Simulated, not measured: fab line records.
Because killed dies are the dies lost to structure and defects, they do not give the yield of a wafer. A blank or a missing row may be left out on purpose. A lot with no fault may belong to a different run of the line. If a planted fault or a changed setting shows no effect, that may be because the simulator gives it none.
A struck lot beside a sound one	flow gf180mcu	15 steps out of a route of 602
Sound: these wafers, L923.1, L923.5, L923.6. Struck: wafers L930.1, L930.2, L930.5. Last of all comes the cause.
At each step with rows: each side's tool, then ch and its chambers, then its first start. Under that, the readings that differ: sound wafers	struck wafers	difference of the means	sigmas: that difference in standard deviations of wafers without a fault.
alike: same words and numbers on both sides, and readings whose means sit less than 2 such deviations apart. not compared: any withheld reading, any reading some wafer has no value for, any bound like >300 that may hide the same value, and any number with overlapping values for which the record gives no deviation.
Wherever a step has rows on one side only, a row that says differs or no value, or a row with sigmas, the two part there. Numbers that have no deviation but don't overlap get no sigmas and don't part them. A reading missing from all wafers of one side parts the sides only when that side holds two or more wafers.

GF_VT_IMPLANT_OVL_MEAS_18:
  sound on overlay-01 at day 9 03:09; struck on overlay-01 at day 10 22:09
  alike: VT_IMPLANT_01_OVL
then, 1 step without rows for these wafers: GF_VT_IMPLANT_IMPLANT_19.
GF_VT_IMPLANT_STRIP_20: strips in O2/N2.
  sound on plasma_asher-02 ch 0,1, day 9 03:20; struck on plasma_asher-02 ch 0,1, day 10 22:20
  alike: drypump_motor_current_A, heater_power_w, n2_flow_sccm, oes_product_au, strip_time_to_endpoint_s
  not compared: rf_hours_counter_h
GF_VT_IMPLANT_TW_MEAS_21:
  sound on film_metro-04 at day 9 03:26; struck on film_metro-02 at day 10 22:26
  alike: VT_IMPLANT_2_TW
then, 7 steps without rows for these wafers: GF_VT_IMPLANT_DEHYDRATE_22 (time 60 s); GF_VT_IMPLANT_HMDS_23 (prime time 60 s); GF_VT_IMPLANT_COAT_24 (resist thk 1000 nm); GF_VT_IMPLANT_SOFTBAKE_25 (time 60 s); GF_VT_IMPLANT_EXPOSE_26 (exposes mask LVPWELL HV AREA, target cd 860 nm); GF_VT_IMPLANT_PEB_27; GF_VT_IMPLANT_DEVELOP_28 (develop time 60 s).
GF_VT_IMPLANT_OVL_MEAS_29:
  sound on overlay-01 at day 9 20:10; struck on overlay-01 at day 11 16:59
  alike: VT_IMPLANT_02_OVL
GF_VT_IMPLANT_IMPLANT_30:
  sound on implanter-01 ch 0, day 9 20:11; struck on implanter-01 ch 0, day 11 17:01
reading	sound	struck	difference	sigmas
beam_energy_keV	24.997 24.978 24.987	26.129 26.122 26.140	+1.143	+99 or more
dose_ions_cm2	2.5382e+12 2.5367e+12 2.5387e+12	2.5296e+12 2.5309e+12 2.5313e+12	-7.2667e+09	-3
model.implant.rp_nm (nm)	80.66 80.66 80.66	87.88 87.88 87.88	+7.22	
model.implant.drp_nm (nm)	35.62 35.62 35.62	37.51 37.51 37.51	+1.89	
  alike: tilt_deg
GF_VT_IMPLANT_STRIP_31: strips in O2/N2.
  sound on plasma_asher-04 ch 0,1, day 9 20:20; struck on plasma_asher-04 ch 0,1, day 11 17:10
  alike: drypump_motor_current_A, heater_power_w, n2_flow_sccm, oes_product_au, strip_time_to_endpoint_s
  not compared: rf_hours_counter_h
-- a jump in the record: the struck wafers' starts before and after are 22 days apart (it breaks off in module VT_IMPLANT and resumes in module PASSIVATION, where the first step shown is number 602 of the route) --
GF_PASSIVATION_PROBE_99:
  only the struck wafers here have rows in the record (prober-02, day 33 22:13); the sound ones have none

WHERE THEY PART
At GF_VT_IMPLANT_IMPLANT_30 first; at GF_PASSIVATION_PROBE_99 last (within this record only).

WHY: what the simulator had put in
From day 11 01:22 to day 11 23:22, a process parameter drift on implanter-01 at GF_VT_IMPLANT_IMPLANT_30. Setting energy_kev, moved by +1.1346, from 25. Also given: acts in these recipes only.
